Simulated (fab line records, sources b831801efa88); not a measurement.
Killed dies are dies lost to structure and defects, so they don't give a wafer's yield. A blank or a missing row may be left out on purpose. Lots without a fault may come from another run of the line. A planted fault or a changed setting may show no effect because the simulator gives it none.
A struck lot beside a sound one | flow sky130 | 15 steps out of a route of 708
Sound: wafers L220.2, L220.3, L220.6. Struck: wafers L225.1, L225.2, L225.3. The cause comes at the end.
At each step with rows: each side's tool, then ch and its chambers, then its first start. Under that, the readings that differ: sound wafers | struck wafers | difference of the means | sigmas: that difference in standard deviations of wafers without a fault.
alike: readings whose means differ by less than 2 such deviations, and words and numbers that are the same on both sides. not compared: withheld readings, readings that some wafer has no value for, bounds like >300 that may hide the same value, and numbers for which the record gives no deviation and whose values overlap.
The two part at a step that has a row with sigmas, a row that says differs or no value, or rows on one side only. Numbers that don't overlap but have no deviation are shown without sigmas and don't part them. A reading that every wafer of one side lacks parts them only if that side has two wafers or more.

first, 1 step without rows for these wafers: SKY_LDD_P_IMPLANT_09.
SKY_LDD_P_STRIP_10: strips in O2/N2.
  sound on plasma_asher-03 ch 0,1, day 20 22:47; struck on plasma_asher-04 ch 0,1, day 22 21:00
  alike: drypump_motor_current_A, oes_product_au, strip_time_to_endpoint_s
  not compared: rf_hours_counter_h
SKY_LDD_P_TW_MEAS_11:
  sound on film_metro-02, day 20 22:54; struck on film_metro-01, day 22 21:06
  alike: LDD_P_TW
then, 7 steps without rows for these wafers: SKY_LDD_HVN_DEHYDRATE_00 (time 60 s); SKY_LDD_HVN_HMDS_01 (prime time 60 s); SKY_LDD_HVN_COAT_02 (resist thk 300 nm); SKY_LDD_HVN_SOFTBAKE_03 (time 60 s); SKY_LDD_HVN_EXPOSE_04 (exposes mask HVNTM, target cd 700 nm); SKY_LDD_HVN_PEB_05; SKY_LDD_HVN_DEVELOP_06 (develop time 60 s).
SKY_LDD_HVN_OVL_MEAS_07:
  sound on overlay-01, day 22 04:58; struck on overlay-01, day 24 02:43
  alike: LDD_HVN_OVL
then, 1 step without rows for these wafers: SKY_LDD_HVN_IMPLANT_08.
SKY_LDD_HVN_STRIP_09: strips in O2/N2.
  sound on plasma_asher-01 ch 0,1, day 22 05:09; struck on plasma_asher-01 ch 0,1, day 24 02:54
  reading                      | sound             | struck            | difference | sigmas
  strip_time_to_endpoint_s (s) | 4.137 4.139 4.143 | 3.716 3.718 3.728 | -0.419     | -30
  alike: drypump_motor_current_A, oes_product_au
  not compared: rf_hours_counter_h
SKY_LDD_HVN_TW_MEAS_10:
  sound on film_metro-01, day 22 05:16; struck on film_metro-02, day 24 03:00
  alike: LDD_HVN_TW
-- the record jumps here: 24 days lie between the struck wafers' starts before and after (it left off in module LDD_HVN and takes up again in module PAD_OPEN, whose first step shown is number 708 of the route) --
SKY_PAD_OPEN_PROBE_99:
  sound on prober-02, day 47 03:00; struck on prober-01, day 48 11:32
  alike: killed_at_M0_to_M3, killed_at_M4_up, killed_at_contacts, killed_at_front_end, killed_at_other, killed_dies, killed_on_rim, killed_open, killed_short

WHERE THEY PART
Only at SKY_LDD_HVN_STRIP_09, within this record. Later steps at which nothing parts them and some readings are alike: SKY_LDD_HVN_TW_MEAS_10, SKY_PAD_OPEN_PROBE_99.

WHY: what the simulator had put in
Process parameter drift: plasma_asher-01, from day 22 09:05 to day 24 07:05, at SKY_LDD_HVN_STRIP_09. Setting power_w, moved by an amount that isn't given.
